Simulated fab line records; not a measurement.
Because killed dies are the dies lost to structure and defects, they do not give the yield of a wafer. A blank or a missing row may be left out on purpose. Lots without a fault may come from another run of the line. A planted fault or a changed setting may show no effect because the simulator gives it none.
What tool caused it? | flow gf180mcu | 6 lots with 18 wafers sampled at 3 steps, on a route of 602 steps

WHAT THE GAUGES READ, wafer by wafer
GF_VT_IMPLANT_TW_MEAS_10.
lot  | measured     | on            | VT_IMPLANT_TW
L608 | day 5 23:25  | film metro-04 | 560 556 560
L613 | day 7 06:43  | film metro-04 | 562 557 559
L618 | day 8 09:42  | film metro-02 | 563 560 565
L620 | day 9 00:42  | film metro-02 | 658 660 659 662 658 658
L623 | day 9 19:29  | film metro-02 | 659 660 659 660 660 660
L630 | day 11 15:10 | film metro-04 | 559 563 560

WHAT TOOL EACH LOT RAN ON (gives the tool, then ch and the chambers of the sampled wafers, and finally the start)
lot  | GF_STI_STRIP_15                     | GF_VT_IMPLANT_IMPLANT_08
L608 | plasma asher-02 ch 0,1, day 2 08:07 | implanter-01 ch 0, day 5 23:11
L613 | plasma asher-02 ch 1, day 3 08:17   | implanter-01 ch 0, day 7 06:29
L618 | plasma asher-01 ch 0,1, day 4 10:05 | implanter-02 ch 0, day 8 09:27
L620 | plasma asher-02 ch 0,1, day 4 20:28 | implanter-02 ch 0, day 9 00:27
L623 | plasma asher-01 ch 0,1, day 5 12:26 | implanter-02 ch 0, day 9 19:17
L630 | plasma asher-03 ch 0,1, day 7 00:11 | implanter-01 ch 0, day 11 14:57
- GF_STI_STRIP_15: strips in O2/N2.
- GF_VT_IMPLANT_IMPLANT_08

THE ANSWER, worked out from the rows above alone
Rule: the usual values come from the lots themselves. Put in order of their means at a reading, lots are off if they are a third of the lots or fewer, leave a main group of 4 or more, and stand apart from it by a gap of 3 or more times the standard deviation of the main group's means; of several such gaps the widest counts. A main group whose means are all the same, to the digits that the tables above print for the reading, isn't used. A lot without any number at a reading at which 4 lots or more have one is off too. The other lots that the step has rows for count as sound.
Off: L620, L623, at GF_VT_IMPLANT_TW_MEAS_10 (VT_IMPLANT_TW). The main group has a mean of 560 with a standard deviation of 1.5.
If a tool, at a process step before that reading, ran all the lots that are off and no sound lot after the first of them, it fits. Gauges at GF_VT_IMPLANT_TW_MEAS_10: tried the same way as those tools. Undecided on this evidence; 2 tools fit (implanter-02 at GF_VT_IMPLANT_IMPLANT_08, film metro-02 at GF_VT_IMPLANT_TW_MEAS_10).

WHAT HAD BEEN PUT IN BY THE SIMULATOR
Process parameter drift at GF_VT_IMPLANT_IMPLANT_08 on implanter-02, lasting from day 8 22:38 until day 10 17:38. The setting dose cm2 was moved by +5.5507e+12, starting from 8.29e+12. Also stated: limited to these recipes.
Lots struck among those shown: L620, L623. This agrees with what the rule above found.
